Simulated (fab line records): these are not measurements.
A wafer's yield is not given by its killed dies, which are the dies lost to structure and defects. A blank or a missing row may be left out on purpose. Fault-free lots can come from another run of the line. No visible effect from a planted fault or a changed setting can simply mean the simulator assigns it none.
The same fault as seen by 2 desks / flow sfq line / each desk has only its own numbers; what lay behind them comes last

## FOR THE TOOL OWNER'S DESK: rie diel-03
The tool's own readings at SFQ_TRILAYER_I2_VIA_BARC_OPEN_VIA_ETCH_096 (etches BARC in O2, target depth 125 nm, time 41.7 s): means of the sampled wafers that have a number, for each lot that ran on this tool. The brackets show how far a lot's mean lies from the usual mean; more than 4 standard deviations puts the lot out of limits, marked OUT.
Columns: A = drypump motor current A at SFQ_TRILAYER_I2_VIA_BARC_OPEN_VIA_ETCH_096, usual 5.5 A; B = oes product au at SFQ_TRILAYER_I2_VIA_BARC_OPEN_VIA_ETCH_096, usual 0.685 a.u.; C = run length s at SFQ_TRILAYER_I2_VIA_BARC_OPEN_VIA_ETCH_096, usual 70.0 s
lot=L998; first seen here=day 28 04:14; A=5.4; B=0.680; C=70.0
lot=L103; first seen here=day 31 03:47; A=5.6; B=0.756 (+14) OUT; C=65.6 (-9.2) OUT
This desk's verdict: out of limits on L103, starting with L103 at day 31 03:47 (oes product au at SFQ_TRILAYER_I2_VIA_BARC_OPEN_VIA_ETCH_096). In limits: L998.

## METROLOGY DESK
Means of the sampled wafers that have a number, per lot and without regard to the tool the lot ran on: this is what the gauges read. The brackets show how far a lot's mean lies from the usual mean; more than 4 standard deviations puts the lot out of limits, marked OUT.
Columns: A = I2_BOW at SFQ_I2_BOW_MEAS_917, usual 1 um; B = I2_OVL at SFQ_I2_OVL_MEAS_918, usual 2 nm
lot=L998; first seen here=day 23 19:29; A=-6; B=9
lot=L103; first seen here=day 26 15:36; A=-3; B=-6
lot=L106; first seen here=day 28 02:58; A=-6; B=3
lot=L111; first seen here=day 30 01:21; A=4; B=6
lot=L114; first seen here=day 32 00:15; A=5; B=3
This desk found nothing out of limits on any of the 5 lots.

## BROUGHT TOGETHER
The tool owner's desk could have raised an alarm at day 31 03:47, on L103.
Nothing out of limits was seen by the metrology desk.
The metrology desk holds a record of L103, inside its limits.
Of the lots named, all ran SFQ_TRILAYER_I2_VIA_BARC_OPEN_VIA_ETCH_096 on rie diel-03.

## WHAT HAD BEEN PUT IN BY THE SIMULATOR
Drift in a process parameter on rie diel-03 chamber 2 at SFQ_TRILAYER_I2_VIA_BARC_OPEN_VIA_ETCH_096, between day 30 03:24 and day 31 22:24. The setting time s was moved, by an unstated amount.
Lots struck among those shown: L103.
Delay in hours, fault start to first out-of-limits reading, by desk: the tool owner's desk at 24.
